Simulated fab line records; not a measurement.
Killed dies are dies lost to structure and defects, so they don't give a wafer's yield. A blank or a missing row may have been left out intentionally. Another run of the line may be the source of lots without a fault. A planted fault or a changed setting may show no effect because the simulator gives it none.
Problem report in the 8D (eight disciplines) form, filled by code | flow sky130 | the parts of the form that need people (team, actions taken, sign-off) are left out

1. THE ISSUE
Mean of killed at contacts at SKY_PAD_OPEN_PROBE_99: 436 across 5 wafers in 2 lots; on wafers with no fault it is 25 (standard deviation 5). That puts it +82 standard deviations away from the usual mean.
The first sign was on wafer L504.2 at day 46 06:40, on prober-02. The record has a number at this step for 37 wafers belonging to 13 lots. The rule behind "out" and "out of limits": a value lying over 4 standard deviations away from the usual mean. The other wafers with a number count as sound.

2. WHAT IT IS AND WHAT IT IS NOT
question                    | is                                             | is not
which readings at this step | killed at contacts, killed dies, killed on rim | killed_at_M0_to_M3, killed_at_M4_up, killed at front end, killed at other, killed open, killed short
which lots                  | L504, L505                                     | L501, L502, L514, L515, L517, L518, L519, L520, L521, L523, L524
which wafers of those lots  | all that have a number                         | -
read on which tools         | prober-01, prober-02                           | -
when                        | from day 46 06:40                              | up to then (6 sound wafers); but 26 sound wafers of L514, L515, L517, L518, L519, L520, L521, L523, L524 came after

3. SUSPECTS, AND WHAT RULES EACH OUT
Counting: a tool stays on the suspect list if, at a process step up to the reading, it processed all lots that are out and no sound lot following the first of them.
- rie diel-01 at SKY_LI_CONTACT_ETCH_15 (etches PSG in C4F8/O2/Ar, stops on Si, target depth 600 nm): ruled out as a lasting fault. After its first lot that is out, L504 (day 29 23:15), sound lots L523 ran on it.
- plasma asher-01 at SKY_LI_CONTACT_STRIP_16 (strips in O2/N2): ruled out as a lasting fault. After its first lot that is out, L504 (day 29 23:20), sound lots L515, L517, L518, L521, L524 ran on it.
Left after counting: nothing in the record.

4. THE CAUSE (what the simulator had put in)
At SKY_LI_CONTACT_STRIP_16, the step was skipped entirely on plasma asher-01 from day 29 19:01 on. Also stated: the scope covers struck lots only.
The count ruled it out by mistake, since the rule takes a fault to strike every lot its tool runs from the start of the fault on, and this one did not do so.

5. THE CHAIN OF EFFECTS, in route order
One row per reading whose mean, taken over the struck wafers that have a number, lies over 3 standard deviations from the usual. Scope: only readings with a usual standard deviation given in the record; hours: median across lots of the time from each lot's start at the first step in this table that gives one to its start at this step; sigmas: change in usual standard deviations.
hours | step                  | reading            | usual | on struck wafers | change | sigmas
0     | SKY_PAD_OPEN_PROBE_99 | killed at contacts | 25    | 436              | +411   | +82
0     | SKY_PAD_OPEN_PROBE_99 | killed dies        | 87    | 492              | +405   | +44
0     | SKY_PAD_OPEN_PROBE_99 | killed on rim      | 18    | 96               | +78    | +18
It contains these process steps:
- SKY_PAD_OPEN_PROBE_99
Readings that are blank on the struck wafers while sound wafers have them: chamber pressure mTorr at SKY_LI_CONTACT_STRIP_16; drypump motor current A at SKY_LI_CONTACT_STRIP_16; oes product au at SKY_LI_CONTACT_STRIP_16; strip time to endpoint s at SKY_LI_CONTACT_STRIP_16.

6. HOW IT WOULD HAVE BEEN CAUGHT EARLIER
396 hours passed between the start of the fault at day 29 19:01 and the first reading out of limits in this record, taken at day 46 06:40.
At SKY_LI_CONTACT_STRIP_16 the tool's readings are blank on the struck wafers, where sound wafers have them: an empty tool record is the first sign, and it was there at once.
